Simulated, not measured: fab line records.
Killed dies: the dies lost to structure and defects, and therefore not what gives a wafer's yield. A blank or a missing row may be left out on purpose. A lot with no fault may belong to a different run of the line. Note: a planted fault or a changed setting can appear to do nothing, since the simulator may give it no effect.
Problem report in the 8D (eight disciplines) form, filled by code / flow sky130 / the parts of the form that need people (team, actions taken, sign-off) are left out

## 1. PROBLEM STATEMENT
Wafers free of any fault read 0.283 ohm/sq (standard deviation 0.0049) for LI_CONTACT_W_RS at SKY_LI_CONTACT_RS_MEAS_22, against a mean of 0.259 ohm/sq on 2 wafers of 2 lots. Relative to the usual mean, that is a shift of -4.9 standard deviations.
The step: measures by four-point-probe.
First seen on wafer L414.1, day 32 13:01, on filmMetro-04. Wafers with a number at this step in the record: 37, from 13 lots. Rule for "out", or "out of limits": more than 4 standard deviations from the usual mean. The rest of the wafers with a number are treated as sound.

## 2. WHAT IT IS AND WHAT IT IS NOT
question=which readings at this step | is=LI_CONTACT_W_RS | is not=-
question=which lots | is=L414, L415 | is not=L405, L406, L407, L418, L419, L420, L422, L423, L424, L426, L427
question=which wafers of those lots | is=L414.1, L415.1 | is not=L414.6, L415.2
question=read on which gauges | is=filmMetro-01, filmMetro-04 | is not=filmMetro-02
question=when | is=from day 32 13:01 | is not=up to then (10 sound wafers); but 25 sound wafers of L415, L418, L419, L420, L422, L423, L424, L426, L427 came after

## 3. SUSPECTS, AND WHAT RULES EACH OUT
Counting: any tool at a process step up to the reading remains a suspect provided it ran every lot that is out. Sound lots after the first of them don't rule it out here, since some wafers of a struck lot are sound.
- the gauge at SKY_LI_CONTACT_RS_MEAS_22 is ruled out. The wafers that are out were read on 2 gauges (filmMetro-01, filmMetro-04).
- pvdSputter-01 at SKY_LI_CONTACT_SPUTTER_20 (material TiN, target thk 20 nm, time 80 s): kept. It processed each lot that is out (first: L414, day 32 12:50); up to then, its last sound lot is L407 (day 30 18:38).
- cvdW-01 at SKY_LI_CONTACT_CVD_21 (deposits W, target thk 400 nm, time 120.56 s): kept. It processed each lot that is out (first: L414, day 32 12:53); up to then, its last sound lot is L407 (day 30 18:45).
Left after counting: pvdSputter-01 at SKY_LI_CONTACT_SPUTTER_20, cvdW-01 at SKY_LI_CONTACT_CVD_21.

## 4. THE CAUSE (what the simulator had put in)
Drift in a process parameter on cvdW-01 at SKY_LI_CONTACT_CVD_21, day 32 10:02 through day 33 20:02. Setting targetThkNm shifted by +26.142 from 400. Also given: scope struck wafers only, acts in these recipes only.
After counting, 2 suspects remain, this tool included.

## 5. SEQUENCE OF EFFECTS, ordered by route
Each row: a reading where the mean over the struck wafers with a number is more than 3 standard deviations away from the usual. Only readings for which the record gives a usual standard deviation are gone through. hours: the time from each lot's start at the first step in this table that gives one to its start at this step, as a median over the lots. sigmas: the change in usual standard deviations.
hours=0; step=SKY_LI_CONTACT_RS_MEAS_22; reading=LI_CONTACT_W_RS; usual=0.283 ohm/sq; on struck wafers=0.259; change=-0.024; sigmas=-4.9
hours=0; step=SKY_LI_CONTACT_THK_MEAS_23; reading=LI_CONTACT_W_THK; usual=408 nm; on struck wafers=449; change=+41; sigmas=+5.5
Later steps that measure or inspect, where all struck wafers having a row at the step show a number for every such reading and not one has moved that far: SKY_LOCAL_INTERCONNECT_OVL_MEAS_12.

## 6. HOW IT WOULD HAVE BEEN CAUGHT EARLIER
In this record the first reading out of limits at a measuring or inspecting step was taken at day 32 13:01, 3 hours after the fault began at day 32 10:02.
Of the tool readings at SKY_LI_CONTACT_CVD_21 for which the record gives a usual standard deviation, none was out on any struck wafer, so an alarm limit of 4 standard deviations on them would not have fired.
Among the 2 lots that are out, L415 began SKY_LI_CONTACT_CVD_21 on cvdW-01 after day 32 13:01. Holding the tool at that time would have saved it.
